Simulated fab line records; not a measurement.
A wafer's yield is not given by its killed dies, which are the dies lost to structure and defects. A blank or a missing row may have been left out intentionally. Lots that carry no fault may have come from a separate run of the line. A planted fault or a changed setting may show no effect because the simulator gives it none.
fab line records | flow sky130
record: lots: 6 wafers: 18 last_day: 50
route steps=708 shown SONOS_ONO@176 GATE_OXIDE@187 POLY_GATE@204 PAD_OPEN@708
lots that met no fault: from a run of the same line without faults
start_h: the number of hours between the record's first day and the start of the first shown wafer of the lot | wait_h: hours elapsed since this lot's preceding step | " identical to the entry in the row above | L1.1+2: several wafers, shown together as one row | - value missing, or start not given | * or withheld: withheld | < > ~ a bound
route shown NAME@n: NAME is a module with steps in the file, n the number in the route of the first one | usual: mean/standard deviation taken from wafers without a fault | same: alike in all rows | chamber/n: place in a boat | sites: the reading at each site | _std_site: standard deviation across them | _edge_site: inner sites' mean taken away from outer sites' mean | radius_mm: how far each site lies from the wafer's centre | mask NAME#n: copy n | behind: the tool/chamber that last shaped the wafer | hold: what put the lot on hold/how long, in hours/how the hold closed | device: names the non-switching transistor (n, p or np) | end of line: the route-end tests of the same wafers | for a step that has no rows: nothing shown but its recipe | killed: dies that structure and defects cost at the first sort, which is not the same as the wafer's yield | map: a wafer's dies, marking killed ones x, the rest . and places with no die _
set.NAME: setting as actually run; set.NAME@STEP: the setting as run at that earlier step | model.NAME: the simulator's own value behind a step, which no gauge read
a table for each step, a row for each wafer; lots at some steps of the route
services: a tool's chamber out of use, with start hour (start_h, from the record's first day; less than 0 if before it), hours out, and reason
== steps ==
step: SKY_SONOS_ONO_COAT_08
recipe: resist: NOVOLAK spin_rpm: 3000 resist_thk_nm: 1140
step: SKY_SONOS_ONO_SOFTBAKE_09
recipe: temp_c: 88.76 time_s: 60 resist: NOVOLAK
step: SKY_SONOS_ONO_EXPOSE_10
recipe: mask_id: ONOM target_cd_nm: 410 na: 0.6 source_shape: conventional sigma_outer: 0.6 dose_mj: 150
step: SKY_SONOS_ONO_PEB_11
recipe: temp_c: withheld time_s: * resist: NOVOLAK
step: SKY_SONOS_ONO_DEVELOP_12
recipe: develop_time_s: 60 dev_temp_c: 23
step: SKY_SONOS_ONO_CD_MEAS_13
recipe: target_cd_nm: 410
usual: cd_nm: 409.6/2
columns lot.wafer tool chamber start_h wait_h cd_nm
L477.1 cd_sem-01 - 281.80 0.1 409.2
L477.2 " - " " 410.8
L477.4 " - " " 409.9
L478.1 cd_sem-01 - 285.54 0.1 409.6
L478.5 " - " " 409.1
L478.6 " - " " 409.7
L481.1 cd_sem-01 - 307.30 0.1 407.7
L481.3 " - " " 407.4
L481.4 " - " " 410.0
L495.1 cd_sem-02 - 425.64 0.1 410.7
L495.2 " - " " 408.9
L495.6 " - " " 407.3
L494.1 cd_sem-02 - 433.79 0.1 411.3
L494.2 " - " " 409.8
L494.3 " - " " 409.0
L499.1 cd_sem-02 - 460.54 0.1 409.4
L499.2 " - " " 408.6
L499.6 " - " " 409.2
step: SKY_SONOS_ONO_OVL_MEAS_14
usual: SONOS_ONO_OVL: -0.1/1.2
columns lot.wafer tool chamber start_h wait_h SONOS_ONO_OVL[nm]
L477.1 overlay-01 - 281.92 0.1 0.3
L477.2 " - " " -0.1
L477.4 " - " " 1.3
L478.1 overlay-02 - 285.66 0.1 -1.7
L478.5 " - " " -0.8
L478.6 " - " " 0.0
L481.1 overlay-02 - 307.42 0.1 1.6
L481.3 " - " " 1.2
L481.4 " - " " 0.1
L495.1 overlay-01 - 425.76 0.1 0.7
L495.2 " - " " 0.7
L495.6 " - " " 0.7
L494.1 overlay-01 - 433.91 0.1 -0.3
L494.2 " - " " -0.5
L494.3 " - " " -1.4
L499.1 overlay-02 - 460.66 0.1 -2.0
L499.2 " - " " -0.9
L499.6 " - " " -1.5
step: SKY_SONOS_ONO_ETCH_15
recipe: target_depth_nm: 19.52 chemistry: CHF3/O2 source_w: 600 bias_w: 200 pressure_mtorr: 40 chf3_flow_sccm: 50 O2_flow_sccm: 5 time_s: 7.8
usual: drypump_motor_current_A: 5.9/0.45 oes_product_au: 1.000/0.0096 throttle_valve_pct: 8.826/0.009
same: time_s: 7.8
columns lot.wafer tool chamber start_h wait_h drypump_motor_current_A oes_product_au rf_hours_counter_h throttle_valve_pct
L477.1 rie_diel-03 0 281.95 0.0 5.8 1.001 6 8.822
L477.2 " 2 " " 5.6 1.019 96 8.827
L477.4 " 3 " " 5.9 1.013 4 8.828
L478.1 rie_diel-02 2 285.70 0.0 5.9 0.991 9 8.820
L478.5 " 3 " " 5.2 1.005 - 8.816
L478.6 " 2 " " 5.9 0.999 - 8.823
L481.1 rie_diel-01 3 307.45 0.0 5.7 0.984 119 8.829
L481.3 " 0 " " 5.3 0.993 9 8.826
L481.4 " 1 " " 6.8 0.987 43 8.828
L495.1 rie_diel-03 0 425.79 0.0 5.8 1.008 9 8.813
L495.2 " 1 " " 6.3 1.006 66 8.829
L495.6 " 1 " " 6.3 0.997 - 8.824
L494.1 rie_diel-03 1 433.94 0.0 6.3 1.006 66 8.824
L494.2 " 2 " " 5.6 1.013 99 8.822
L494.3 " 0 " " 5.8 1.010 9 8.813
L499.1 rie_diel-02 3 460.69 0.0 5.1 0.994 89 8.839
L499.2 " 1 " " 5.7 0.984 18 8.802
L499.6 " 3 " " 5.2 0.991 - 8.813
step: SKY_SONOS_ONO_WET_ETCH_16
recipe: chemistry: dHF target_depth_nm: 14 dry: n2_spin target: SiO2 dilution: 100:1 temp_c: 25 time_s: 280
step: SKY_SONOS_ONO_STRIP_17
recipe: chemistry: O2/N2 power_w: 1400 pressure_mtorr: 1500 platen_temp_c: withheld o2_flow_sccm: 3000 n2_flow_sccm: 300 overash_fraction: 0.5
usual: drypump_motor_current_A: 5.6/0.3 oes_product_au: 0.710/0.0049 strip_time_to_endpoint_s: 14.13/0.035
columns lot.wafer tool chamber start_h wait_h drypump_motor_current_A oes_product_au rf_hours_counter_h strip_time_to_endpoint_s
L477.1 plasma_asher-02 1 282.07 0.0 5.6 0.703 61 14.16
L477.2 " 0 " " 5.6 0.711 61 14.11
L477.4 " 1 " " 5.6 0.722 - 14.12
L478.1 plasma_asher-01 0 285.81 0.0 5.7 0.718 17 14.09
L478.5 " 0 " " 5.7 0.708 - 14.12
L478.6 " 1 " " 5.9 0.713 - 14.12
L481.1 plasma_asher-04 0 307.57 0.0 5.0 0.721 50 14.10
L481.3 " 0 " " 5.0 0.714 - 14.16
L481.4 " 1 " " 5.4 0.712 - 14.12
L495.1 plasma_asher-04 1 425.90 0.0 5.4 0.716 61 14.11
L495.2 " 0 " " 5.0 0.709 61 14.20
L495.6 " 0 " " 5.0 0.710 - 14.14
L494.1 plasma_asher-04 1 434.06 0.0 5.4 0.715 62 14.15
L494.2 " 0 " " 5.0 0.702 62 14.14
L494.3 " 0 " " 5.0 0.702 - 14.12
L499.1 plasma_asher-01 0 460.90 0.0 5.8 0.715 35 14.11
L499.2 " 1 " " 5.9 0.710 35 14.13
L499.6 " 0 " " 5.8 0.705 - 14.16
step: SKY_SONOS_ONO_WET_ETCH_18
recipe: chemistry: H3PO4 target_depth_nm: 15 target: Si3N4 temp_c: 160 time_s: 172
step: SKY_GATE_OXIDE_CLEAN_00
recipe: chemistry: SC1/SC2 mix: 1:4:20 temp_c: 70 time_s: 150 dry: n2_spin
step: SKY_GATE_OXIDE_OXIDATION_01
recipe: temp_c: 900 ambient: O2 stabilise_s: 600 purge_s: 300 target_thk_a: 102.68 ox_time_s: 1473
usual: zone_power_centre_pct: 19.2/2
same: purge_s: 300
columns lot.wafer tool chamber start_h wait_h zone_power_centre_pct model.SiO2_of_GATE_OXIDE_OXIDATION_01.thk_nm
L477.1 furnace-02 0 283.88 1.6 17.3 10.26
L477.2 " 0 " " 17.4 10.06
L477.4 " 0 " " 17.1 10.36
L478.1 furnace-02 0 286.46 0.4 17.5 10.32
L478.5 " 0 " " 17.8 10.32
L478.6 " 0 " " 17.4 10.46
L481.1 furnace-02 0 307.85 0.0 17.1 10.07
L481.3 " 0 " " 17.1 10.3
L481.4 " 0 " " 17.1 10.07
L495.1 furnace-02 0 430.32 4.2 17.5 9.428
L495.2 " 0 " " 17.0 9.468
L495.6 " 0 " " 17.4 9.385
L494.1 furnace-02 0 435.66 1.4 17.3 9.255
L494.2 " 0 " " 17.5 9.192
L494.3 " 0 " " 17.1 9.22
L499.1 furnace-01 0 461.77 0.6 21.6 10.88
L499.2 " 0 " " 21.6 10.92
L499.6 " 0 " " 20.9 10.81
step: SKY_GATE_OXIDE_THK_MEAS_02
recipe: reads: SiO2_of_GATE_OXIDE_OXIDATION_01
usual: GATE_OXIDE_OXIDATION_00_THK: 10.26/0.21
columns lot.wafer tool chamber start_h wait_h GATE_OXIDE_OXIDATION_00_THK[nm]
L477.1 film_metro-03 - 285.29 0.0 10.28
L477.2 " - " " 10.09
L477.4 " - " " 10.32
L478.1 film_metro-03 - 287.87 0.0 10.32
L478.5 " - " " 10.32
L478.6 " - " " 10.48
L481.1 film_metro-04 - 309.26 0.0 10.08
L481.3 " - " " 10.31
L481.4 " - " " 10.03
L495.1 film_metro-04 - 431.73 0.0 9.46
L495.2 " - " " 9.50
L495.6 " - " " 9.36
L494.1 film_metro-03 - 437.07 0.0 9.32
L494.2 " - " " 9.17
L494.3 " - " " 9.24
L499.1 film_metro-02 - 463.18 0.0 10.80
L499.2 " - " " 10.93
L499.6 " - " " 10.77
step: SKY_GATE_OXIDE_DEHYDRATE_03
recipe: temp_c: 200 time_s: 60
step: SKY_GATE_OXIDE_HMDS_04
recipe: prime_time_s: 60 prime_temp_c: 120
step: SKY_GATE_OXIDE_COAT_05
recipe: resist: NOVOLAK spin_rpm: 3000 resist_thk_nm: 1140
step: SKY_GATE_OXIDE_SOFTBAKE_06
recipe: temp_c: 90 time_s: 60 resist: NOVOLAK
step: SKY_GATE_OXIDE_EXPOSE_07
recipe: mask_id: LVOM na: 0.6 source_shape: conventional sigma_outer: 0.6 polarization: unpolarized target_cd_nm: 600 dose_mj: 170
step: SKY_GATE_OXIDE_PEB_08
recipe: temp_c: withheld time_s: * resist: NOVOLAK
step: SKY_GATE_OXIDE_DEVELOP_09
recipe: resist: NOVOLAK developer: TMAH develop_time_s: 60 dev_temp_c: 23
step: SKY_GATE_OXIDE_OVL_MEAS_10
usual: GATE_OXIDE_OVL: 1.3/1.2
columns lot.wafer tool chamber start_h wait_h GATE_OXIDE_OVL[nm]
L477.1 overlay-01 - 310.57 0.1 1.8
L477.2 " - " " -0.2
L477.4 " - " " 2.7
L478.1 overlay-02 - 313.29 0.1 0.4
L478.5 " - " " 0.8
L478.6 " - " " 1.4
L481.1 overlay-02 - 334.84 0.1 0.0
L481.3 " - " " 1.8
L481.4 " - " " 2.6
L495.1 overlay-01 - 461.94 0.1 -0.4
L495.2 " - " " 0.8
L495.6 " - " " 0.7
L494.1 overlay-01 - 468.29 0.1 0.4
L494.2 " - " " 1.6
L494.3 " - " " -0.3
L499.1 overlay-01 - 493.59 0.1 2.6
L499.2 " - " " 1.7
L499.6 " - " " 4.5
step: SKY_GATE_OXIDE_IMPLANT_11
recipe: species: B energy_kev: 10 dose_cm2: 2.6e+12 tilt_deg: withheld
step: SKY_GATE_OXIDE_WET_ETCH_12
recipe: chemistry: dHF target_depth_nm: 16.8 dry: n2_spin target: SiO2 dilution: 100:1 temp_c: 25 time_s: 336
step: SKY_GATE_OXIDE_STRIP_13
recipe: chemistry: O2/N2 power_w: 1400 pressure_mtorr: 1500 platen_temp_c: withheld o2_flow_sccm: 3000 n2_flow_sccm: 300 overash_fraction: 0.5
usual: drypump_motor_current_A: 5.6/0.46 oes_product_au: 0.715/0.0052 strip_time_to_endpoint_s: 14.17/0.049
columns lot.wafer tool chamber start_h wait_h drypump_motor_current_A oes_product_au rf_hours_counter_h strip_time_to_endpoint_s
L477.1 plasma_asher-02 0 310.86 0.0 5.5 0.721 64 14.20
L477.2 " 1 " " 5.5 0.708 64 14.15
L477.4 " 0 " " 5.5 0.717 - 14.18
L478.1 plasma_asher-03 1 313.58 0.0 6.4 0.716 59 14.15
L478.5 " 0 " " 6.1 0.716 - 14.14
L478.6 " 1 " " 6.5 0.715 - 14.16
L481.1 plasma_asher-03 1 335.13 0.0 6.4 0.722 61 14.15
L481.3 " 1 " " 6.4 0.716 - 14.12
L481.4 " 0 " " 6.1 0.724 - 14.12
L495.1 plasma_asher-02 0 462.23 0.0 5.5 0.722 3 14.12
L495.2 " 1 " " 5.6 0.714 3 14.13
L495.6 " 1 " " 5.6 0.718 - 14.12
L494.1 plasma_asher-04 1 468.57 0.0 5.4 0.714 65 14.17
L494.2 " 0 " " 5.0 0.717 65 14.17
L494.3 " 1 " " 5.4 0.708 - 14.11
L499.1 plasma_asher-04 1 493.89 0.0 5.5 0.714 68 14.15
L499.2 " 0 " " 5.0 0.718 68 14.12
L499.6 " 1 " " 5.4 0.721 - 14.10
step: SKY_GATE_OXIDE_TW_MEAS_14
usual: GATE_OXIDE_TW: 222.8/2.3
columns lot.wafer tool chamber start_h wait_h GATE_OXIDE_TW
L477.1 film_metro-04 - 310.96 0.1 224.7
L477.2 " - " " 225.3
L477.4 " - " " 225.5
L478.1 film_metro-04 - 313.68 0.1 226.3
L478.5 " - " " 225.8
L478.6 " - " " 226.1
L481.1 film_metro-04 - 335.23 0.1 226.0
L481.3 " - " " 225.9
L481.4 " - " " 225.6
L495.1 film_metro-02 - 462.33 0.1 219.4
L495.2 " - " " 220.0
L495.6 " - " " 219.4
L494.1 film_metro-03 - 468.67 0.1 222.6
L494.2 " - " " 223.3
L494.3 " - " " 223.2
L499.1 film_metro-03 - 493.99 0.1 222.8
L499.2 " - " " 222.9
L499.6 " - " " 225.0
step: SKY_GATE_OXIDE_CLEAN_15
recipe: chemistry: SC1/SC2 mix: 1:4:20 temp_c: 70 time_s: 150 dry: n2_spin
step: SKY_GATE_OXIDE_OXIDATION_16
recipe: temp_c: 800 ambient: O2 idle_temp_c: 700 ramp_up_c_per_min: 10 ramp_down_c_per_min: 3 stabilise_s: 600 purge_s: 300 target_thk_a: 35.7 ox_time_s: 1915
usual: zone_power_centre_pct: 15.4/1.5
same: purge_s: 300
columns lot.wafer tool chamber start_h wait_h zone_power_centre_pct model.SiO2_of_GATE_OXIDE_OXIDATION_01.thk_nm
L477.1 furnace-01 0 312.14 1.1 16.6 11.63
L477.2 " 0 " " 16.8 11.44
L477.4 " 0 " " 16.9 11.72
L478.1 furnace-02 0 313.82 0.0 13.7 11.67
L478.5 " 0 " " 13.5 11.64
L478.6 " 0 " " 13.5 11.79
L481.1 furnace-02 0 336.75 1.4 13.7 11.42
L481.3 " 0 " " 13.7 11.63
L481.4 " 0 " " 13.5 11.44
L495.1 furnace-01 0 463.18 0.7 16.5 10.89
L495.2 " 0 " " 16.9 10.92
L495.6 " 0 " " 16.9 10.83
L494.1 furnace-02 0 468.78 0.0 13.6 10.61
L494.2 " 0 " " 13.5 10.6
L494.3 " 0 " " 13.5 10.57
L499.1 furnace-02 0 495.01 0.9 13.6 12.21
L499.2 " 0 " " 13.6 12.22
L499.6 " 0 " " 13.7 12.11
step: SKY_POLY_GATE_CVD_00
recipe: material: poly-Si target_thk_nm: 180 temp_c: 620 time_s: 720 pressure_mtorr: 200
step: SKY_PAD_OPEN_PROBE_99
usual: killed_at_M0_to_M3: 43/7.3 killed_at_M4_up: 3.1/1.8 killed_at_contacts: 24/5.4 killed_at_front_end: 15/4.1 killed_at_other: 0.2/0.52 killed_dies: 86/10 killed_on_rim: 17/4.1 killed_open: 47/7.3 killed_short: 39/6.4
same: gross_dies: 492 killed_at_back_side: 0
columns lot.wafer tool chamber start_h wait_h killed_at_M0_to_M3 killed_at_M4_up killed_at_contacts killed_at_front_end killed_at_other killed_dies killed_on_rim killed_open killed_short model.etest.nfet_16v.r_on_ohm_um model.etest.pfet_g5v0d10v5.r_on_ohm_um model.etest.tip_sonos.rs_ohm_sq model.etest.nfet_g5v0d10v5.r_on_ohm_um model.etest.nfet_g5v0d10v5.drive_ua_um model.etest.nfet_05v0_nvt.drive_ua_um model.etest.pfet_g5v0d10v5.drive_ua_um model.etest.nfet_16v.drive_ua_um
L477.1 prober-01 - 1074.88 0.1 41 2 28 15 1 87 16 46 41 1.378e+04 4699 2644 1888 605.5 574 346.8 221
L477.2 prober-01 - 1074.93 0.1 40 3 25 7 0 75 18 50 25 1.364e+04 4666 2650 1848 613.6 581.6 348.5 226
L477.4 prober-01 - 1075.03 0.2 44 1 15 14 0 74 22 33 40 1.388e+04 4744 2677 1866 599.7 568.1 338.8 219.8
L478.1 prober-02 - 1077.77 0.1 38 5 20 18 0 81 19 46 35 1.434e+04 4765 2641 1914 597 571.1 338.5 219.8
L478.5 prober-02 - 1077.97 0.2 40 6 26 12 0 84 15 37 47 1.419e+04 4726 2660 1910 600.1 572 343.4 219.6
L478.6 prober-02 - 1078.02 0.2 44 2 28 15 0 89 16 53 36 1.423e+04 4756 2679 1900 596.5 565.9 347 217.1
L481.1 prober-01 - 1101.37 0.1 41 1 24 12 0 78 20 41 37 1.395e+04 4767 2628 1854 623.3 586.6 344.4 226.7
L481.3 prober-01 - 1101.47 0.2 48 2 26 19 0 95 16 55 39 1.393e+04 4833 2659 1878 606.8 576.8 337.6 222.7
L481.4 prober-01 - 1101.52 0.2 54 3 20 11 1 89 15 48 41 1.396e+04 4773 2625 1880 616 580.4 341.8 225.5
L495.1 prober-02 - 1175.61 0.1 44 1 33 16 0 94 26 52 42 1.346e+04 4645 2538 1812 642.4 608.5 355.5 237.5
L495.2 prober-02 - 1175.66 0.1 53 2 21 14 0 90 18 53 37 1.357e+04 4700 2555 1827 641.4 610.4 348.2 236.6
L495.6 prober-02 - 1175.86 0.2 38 5 18 12 0 73 17 46 27 1.346e+04 4665 2525 1826 645.9 609.1 353.8 237.6
L494.1 prober-01 - 1178.60 0.1 33 1 20 12 0 66 15 36 29 1.338e+04 4544 2378 1824 662.1 620.6 368.3 246.1
L494.2 prober-01 - 1178.65 0.1 41 0 33 11 0 85 18 46 39 1.324e+04 4486 2388 1808 659.2 619.7 370.4 249.3
L494.3 prober-01 - 1178.70 0.2 51 4 29 11 0 95 19 54 41 1.329e+04 4498 2370 1788 664 631.2 368 248.9
L499.1 prober-01 - 1192.59 0.1 36 1 27 18 0 82 16 45 37 1.404e+04 4881 2786 1950 570.9 549.1 325.5 212
L499.2 prober-01 - 1192.64 0.1 46 3 27 16 1 93 18 52 41 1.404e+04 4907 2794 1948 571.4 549.8 326.2 210.7
L499.6 prober-01 - 1192.84 0.2 41 2 28 17 0 88 10 45 42 1.401e+04 4835 2750 1936 580.2 550.7 333.4 213.5
killed by level:class
L477.1 CONTACT:geometric_particle:open=12 VIA1:geometric_particle:short=9 VIA1:geometric_particle:open=9 VIA2:geometric_particle:open=8 CONTACT:geometric_particle:short=8 METAL1:geometric_particle:short=5 FIELD_ISO:geometric_particle:open=4 FIELD_ISO:geometric_particle:short=3
L477.2 CONTACT:geometric_particle:open=11 VIA1:geometric_particle:open=11 VIA1:geometric_particle:short=8 LI_CONTACT:geometric_particle:open=8 VIA2:geometric_particle:open=6 METAL2:geometric_particle:short=4 VIA3:geometric_particle:open=4 METAL3:geometric_particle:short=3
L477.4 VIA1:geometric_particle:short=8 METAL2:geometric_particle:short=8 VIA1:geometric_particle:open=7 LI_CONTACT:geometric_particle:open=6 METAL1:geometric_particle:open=5 METAL3:geometric_particle:short=4 CONTACT:geometric_particle:short=4 FIELD_ISO:geometric_particle:short=3
L478.1 CONTACT:geometric_particle:short=7 VIA3:geometric_particle:open=7 VIA1:geometric_particle:open=7 POLY_GATE:geometric_particle:open=6 CONTACT:geometric_particle:open=6 METAL1:geometric_particle:short=5 VIA2:geometric_particle:open=5 FIELD_ISO:geometric_particle:open=4
L478.5 CONTACT:geometric_particle:short=8 VIA1:geometric_particle:open=8 CONTACT:geometric_particle:open=7 METAL2:geometric_particle:short=6 METAL4:geometric_particle:short=6 LI_CONTACT:geometric_particle:short=5 METAL1:geometric_particle:short=5 VIA2:geometric_particle:open=5
L478.6 CONTACT:geometric_particle:open=11 VIA2:geometric_particle:open=9 METAL1:geometric_particle:short=9 LI_CONTACT:geometric_particle:open=8 VIA3:geometric_particle:open=7 VIA1:geometric_particle:open=6 LOCAL_INTERCONNECT:geometric_particle:short=5 VIA3:geometric_particle:short=5
L481.1 LI_CONTACT:geometric_particle:open=9 CONTACT:geometric_particle:open=9 VIA1:geometric_particle:open=8 METAL1:geometric_particle:short=6 METAL2:geometric_particle:short=6 VIA3:geometric_particle:open=5 FIELD_ISO:geometric_particle:short=4 VIA2:geometric_particle:open=4
L481.3 CONTACT:geometric_particle:open=14 VIA1:geometric_particle:open=12 VIA2:geometric_particle:open=8 LI_CONTACT:geometric_particle:open=7 VIA3:geometric_particle:short=6 METAL1:geometric_particle:short=5 POLY_GATE:geometric_particle:short=4 FIELD_ISO:geometric_particle:short=3
L481.4 VIA1:geometric_particle:open=16 CONTACT:geometric_particle:open=10 VIA3:geometric_particle:open=8 METAL1:geometric_particle:short=6 VIA1:geometric_particle:short=5 METAL2:geometric_particle:short=5 VIA3:geometric_particle:short=5 LI_CONTACT:geometric_particle:open=4
L495.1 CONTACT:geometric_particle:open=14 VIA3:geometric_particle:open=10 VIA1:geometric_particle:open=8 LI_CONTACT:geometric_particle:open=7 METAL2:geometric_particle:short=6 METAL1:geometric_particle:short=5 FIELD_ISO:geometric_particle:short=4 POLY_GATE:geometric_particle:open=4
L495.2 VIA1:geometric_particle:open=13 LI_CONTACT:geometric_particle:open=6 METAL1:geometric_particle:short=6 VIA1:geometric_particle:short=6 VIA2:geometric_particle:open=6 VIA3:geometric_particle:open=6 POLY_GATE:geometric_particle:open=5 CONTACT:geometric_particle:open=5
L495.6 VIA1:geometric_particle:open=12 CONTACT:geometric_particle:open=7 VIA3:geometric_particle:open=7 LOCAL_INTERCONNECT:geometric_particle:short=4 LI_CONTACT:geometric_particle:open=4 VIA2:geometric_particle:open=4 FIELD_ISO:geometric_particle:short=3 METAL1:geometric_particle:short=3
L494.1 VIA1:geometric_particle:open=9 LI_CONTACT:geometric_particle:open=7 VIA1:geometric_particle:short=6 METAL2:geometric_particle:short=5 CONTACT:geometric_particle:open=5 FIELD_ISO:geometric_particle:short=4 LOCAL_INTERCONNECT:geometric_particle:short=4 CONTACT:geometric_particle:short=3
L494.2 CONTACT:geometric_particle:open=11 VIA1:geometric_particle:open=8 VIA3:geometric_particle:open=7 LOCAL_INTERCONNECT:geometric_particle:short=6 CONTACT:geometric_particle:short=5 LI_CONTACT:geometric_particle:open=5 LI_CONTACT:geometric_particle:short=5 VIA2:geometric_particle:short=5
L494.3 VIA1:geometric_particle:open=16 CONTACT:geometric_particle:open=14 VIA1:geometric_particle:short=7 VIA2:geometric_particle:open=7 METAL3:geometric_particle:short=6 LOCAL_INTERCONNECT:geometric_particle:short=5 CONTACT:geometric_particle:short=5 METAL2:geometric_particle:short=5
L499.1 LI_CONTACT:geometric_particle:open=9 CONTACT:geometric_particle:open=7 VIA2:geometric_particle:open=7 POLY_GATE:geometric_particle:short=6 POLY_GATE:geometric_particle:open=5 CONTACT:geometric_particle:short=5 VIA1:geometric_particle:open=5 METAL2:geometric_particle:short=5
L499.2 CONTACT:geometric_particle:open=14 VIA1:geometric_particle:open=12 METAL2:geometric_particle:short=6 FIELD_ISO:geometric_particle:open=5 POLY_GATE:geometric_particle:short=5 VIA2:geometric_particle:short=5 CONTACT:geometric_particle:short=4 METAL1:geometric_particle:short=4
L499.6 VIA2:geometric_particle:open=9 LOCAL_INTERCONNECT:geometric_particle:short=8 CONTACT:geometric_particle:open=7 VIA1:geometric_particle:open=6 FIELD_ISO:geometric_particle:short=5 POLY_GATE:geometric_particle:open=5 LI_CONTACT:geometric_particle:open=5 CONTACT:geometric_particle:short=5
== services ==
columns tool chamber start_h hours kind
furnace-01 - 264.61 3.6 pm
plasma_asher-01 - 269.37 3.2 repair
plasma_asher-04 - 285.30 14.6 pm
rie_diel-02 0 287.14 6.0 repair
rie_diel-03 - 305.39 0.5 repair
plasma_asher-02 - 311.08 0.5 repair
plasma_asher-01 - 334.71 2.2 repair
rie_diel-02 3 343.94 1.7 repair
plasma_asher-01 - 359.88 2.8 pm
rie_diel-03 0 360.58 1.2 repair
rie_diel-02 - 374.27 0.2 repair
furnace-01 - 394.87 3.9 pm
furnace-02 - 421.16 4.0 pm
plasma_asher-02 - 421.28 9.0 pm
furnace-02 - 426.62 3.7 pm
rie_diel-02 2 431.39 5.6 repair
plasma_asher-02 - 438.27 1.1 repair
plasma_asher-02 - 449.94 0.5 repair
plasma_asher-01 - 450.94 0.7 repair
rie_diel-02 0 454.12 8.2 repair
rie_diel-02 2 460.60 13.2 repair
plasma_asher-03 - 460.92 0.6 repair
rie_diel-02 3 468.56 12.7 repair
plasma_asher-02 - 487.05 55.4 repair
== key ==
first_sign: step: SKY_GATE_OXIDE_THK_MEAS_02 reading: GATE_OXIDE_OXIDATION_00_THK direction: down sigmas: 4.4 usual: 10.26 struck: 9.34
effect none on later readings
model_effect: step: SKY_GATE_OXIDE_OXIDATION_01 value: SiO2_of_GATE_OXIDE_OXIDATION_01.thk_nm without: 10.2 struck: 9.325
model_effect: step: SKY_GATE_OXIDE_OXIDATION_16 value: SiO2_of_GATE_OXIDE_OXIDATION_01.thk_nm without: 11.55 struck: 10.74
model_effect: step: SKY_PAD_OPEN_PROBE_99 value: etest.nfet_16v.r_on_ohm_um without: 1.384e+04 struck: 1.34e+04
met_at SKY_GATE_OXIDE_OXIDATION_01
struck_wafers L494.1,L494.2,L494.3,L495.1,L495.2,L495.6
tester_left_out L494,L495
onset_between 307.85 430.32
also_fits SKY_SONOS_ONO_ETCH_15:rie_diel-03,SKY_SONOS_ONO_STRIP_17:plasma_asher-04
fault: kind: process_parameter_drift tool: furnace-02 chamber: - onset_h: 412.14 steps: SKY_GATE_OXIDE_OXIDATION_01 channel: ox_time_s offset: * shape: step end_h: 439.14 acts_in: * stated: *
tester_left_out: of these lots the tester's yield and bins aren't shown, on N5 and GAA mostly nor the transistor test; their killed dies are dies lost to structure and defects alone, not to doping, threshold or leakage, so they don't give the yield
